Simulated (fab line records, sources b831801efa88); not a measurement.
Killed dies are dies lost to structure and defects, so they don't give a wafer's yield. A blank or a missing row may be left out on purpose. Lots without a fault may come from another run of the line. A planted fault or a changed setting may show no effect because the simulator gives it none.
Which tool did it? | flow sky130 | 12 lots, 36 wafers sampled, at 4 steps of a route of 708

WHAT THE GAUGES READ, wafer by wafer
SKY_PAD_OPEN_BOW_MEAS_13. Usual: PAD_OPEN_BOW 48 um, standard deviation 8.7.
lot  | measured     | on            | PAD_OPEN_BOW (um) | flag
L339 | day 45 20:31 | film_metro-02 | 55 42 49          |
L340 | day 46 03:44 | film_metro-04 | 54 52 66          |
L341 | day 46 10:38 | film_metro-02 | 51 34 37          |
L342 | day 46 22:23 | film_metro-03 | 50 47 41          |
L345 | day 47 14:02 | film_metro-02 | 46 37 38          |
L349 | day 48 10:31 | film_metro-02 | 58 51 58          |
L350 | day 48 17:07 | film_metro-04 | 68 52 56          |
L353 | day 49 09:32 | film_metro-03 | 52 38 42          |
L354 | day 49 11:03 | film_metro-04 | 55 45 51          |
L355 | day 49 17:13 | film_metro-03 | 55 54 61          |
L358 | day 50 05:22 | film_metro-02 | 37 29 48          |
L360 | day 50 19:32 | film_metro-03 | 50 56 56          |

WHICH TOOL RAN EACH LOT (tool, then ch and the chambers of the sampled wafers, then the start)
lot  | SKY_VIA2_SPUTTER_20          | SKY_METAL5_SPUTTER_01        | SKY_METAL5_DESCUM_14
L339 | pvd_sputter-03, day 36 07:13 | pvd_sputter-03, day 42 20:02 | rie_metal-04 ch 0,1, day 43 19:28
L340 | pvd_sputter-02, day 36 17:40 | pvd_sputter-03, day 43 05:26 | rie_metal-01 ch 0,1, day 44 05:02
L341 | pvd_sputter-01, day 37 01:16 | pvd_sputter-03, day 43 14:22 | rie_metal-03 ch 0,1, day 44 13:17
L342 | pvd_sputter-03, day 37 14:16 | pvd_sputter-03, day 44 01:05 | rie_metal-03 ch 0, day 45 00:13
L345 | pvd_sputter-02, day 38 10:55 | pvd_sputter-02, day 44 20:53 | rie_metal-03 ch 0,1, day 45 18:43
L349 | pvd_sputter-03, day 39 12:14 | pvd_sputter-02, day 45 18:47 | rie_metal-01 ch 1, day 46 15:26
L350 | pvd_sputter-03, day 40 00:04 | pvd_sputter-02, day 46 03:22 | rie_metal-04 ch 0,1, day 46 23:32
L353 | pvd_sputter-02, day 40 19:46 | pvd_sputter-02, day 46 20:56 | rie_metal-04 ch 0,1, day 47 17:08
L354 | pvd_sputter-01, day 41 00:59 | pvd_sputter-02, day 46 23:44 | rie_metal-03 ch 0,1, day 47 19:34
L355 | pvd_sputter-01, day 41 11:40 | pvd_sputter-03, day 47 07:46 | rie_metal-04 ch 0,1, day 48 02:41
L358 | pvd_sputter-01, day 42 01:14 | pvd_sputter-02, day 47 20:47 | rie_metal-04 ch 0,1, day 48 15:40
L360 | pvd_sputter-03, day 42 18:56 | pvd_sputter-02, day 48 12:20 | rie_metal-01 ch 0,1, day 49 06:47
- SKY_VIA2_SPUTTER_20: material TiN, target thk 20 nm, time 80 s.
- SKY_METAL5_SPUTTER_01: material TiN, target thk 20 nm, time 16.7 s.
- SKY_METAL5_DESCUM_14: chemistry O2, time 11 s.

WHAT THE TOOLS THEMSELVES READ (means of the sampled wafers that have a number; where no wafer has one, the mark that the record gives instead)
SKY_VIA2_SPUTTER_20. Usual: throttle_valve_pct 29.5 %, standard deviation 1.1.
lot  | tool           | throttle_valve_pct (%) | flag
L339 | pvd_sputter-03 | 30.5                   |
L340 | pvd_sputter-02 | 28.7                   |
L341 | pvd_sputter-01 | 29.1                   |
L342 | pvd_sputter-03 | 30.4                   |
L345 | pvd_sputter-02 | 29.4                   |
L349 | pvd_sputter-03 | 31.3                   |
L350 | pvd_sputter-03 | 30.7                   |
L353 | pvd_sputter-02 | 28.8                   |
L354 | pvd_sputter-01 | 28.9                   |
L355 | pvd_sputter-01 | 28.9                   |
L358 | pvd_sputter-01 | 28.6                   |
L360 | pvd_sputter-03 | 30.3                   |

SKY_METAL5_SPUTTER_01. Usual: throttle_valve_pct 29.6 %, standard deviation 1.1.
lot  | tool           | throttle_valve_pct (%) | flag
L339 | pvd_sputter-03 | 30.5                   |
L340 | pvd_sputter-03 | 30.5                   |
L341 | pvd_sputter-03 | 30.2                   |
L342 | pvd_sputter-03 | 31.0                   |
L345 | pvd_sputter-02 | 28.9                   |
L349 | pvd_sputter-02 | 29.2                   |
L350 | pvd_sputter-02 | 29.3                   |
L353 | pvd_sputter-02 | 28.7                   |
L354 | pvd_sputter-02 | 28.9                   |
L355 | pvd_sputter-03 | 29.7                   |
L358 | pvd_sputter-02 | 29.0                   |
L360 | pvd_sputter-02 | 28.7                   |

SKY_METAL5_DESCUM_14. Usual: chamber_pressure_mTorr 10.001 mTorr, standard deviation 0.0086; drypump_motor_current_A 5.7 A, standard deviation 0.38; oes_product_au 1.001 a.u., standard deviation 0.011.
lot  | tool         | chamber_pressure_mTorr (mTorr) | drypump_motor_current_A (A) | oes_product_au (a.u.) | flag
L339 | rie_metal-04 | 10.000                         | 5.7                         | 1.002                 |
L340 | rie_metal-01 | 9.998                          | 6.2                         | 1.006                 |
L341 | rie_metal-03 | 10.000                         | 5.6                         | 0.993                 |
L342 | rie_metal-03 | 9.989                          | 5.8                         | 1.004                 |
L345 | rie_metal-03 | 10.003                         | 5.6                         | 0.990                 |
L349 | rie_metal-01 | 10.002                         | 6.2                         | 0.999                 |
L350 | rie_metal-04 | 9.999                          | 5.5                         | 1.001                 |
L353 | rie_metal-04 | 10.008                         | 5.7                         | 1.015                 |
L354 | rie_metal-03 | 9.996                          | 5.3                         | 0.977                 |
L355 | rie_metal-04 | 10.006                         | 5.6                         | 1.005                 |
L358 | rie_metal-04 | 10.006                         | 5.7                         | 1.004                 |
L360 | rie_metal-01 | 9.996                          | 6.2                         | 1.002                 |

THE ANSWER, worked out from the rows above alone
Rule: a lot is off if the mean of its wafers that have a number lies more than 3 standard deviations from the usual mean. A lot without any number at a reading at which 4 lots or more have one is off too. The other lots that the step has rows for count as sound. The gauges are gone through in route order, then the tools' own readings, and for those a lot's mean is taken as printed above. The first step at which some lot is off is used, and at that step the reading that is off furthest; a lot without a number counts as furthest.
No lot is off at any reading shown: from this, nothing can be told.

WHAT THE SIMULATOR HAD PUT IN
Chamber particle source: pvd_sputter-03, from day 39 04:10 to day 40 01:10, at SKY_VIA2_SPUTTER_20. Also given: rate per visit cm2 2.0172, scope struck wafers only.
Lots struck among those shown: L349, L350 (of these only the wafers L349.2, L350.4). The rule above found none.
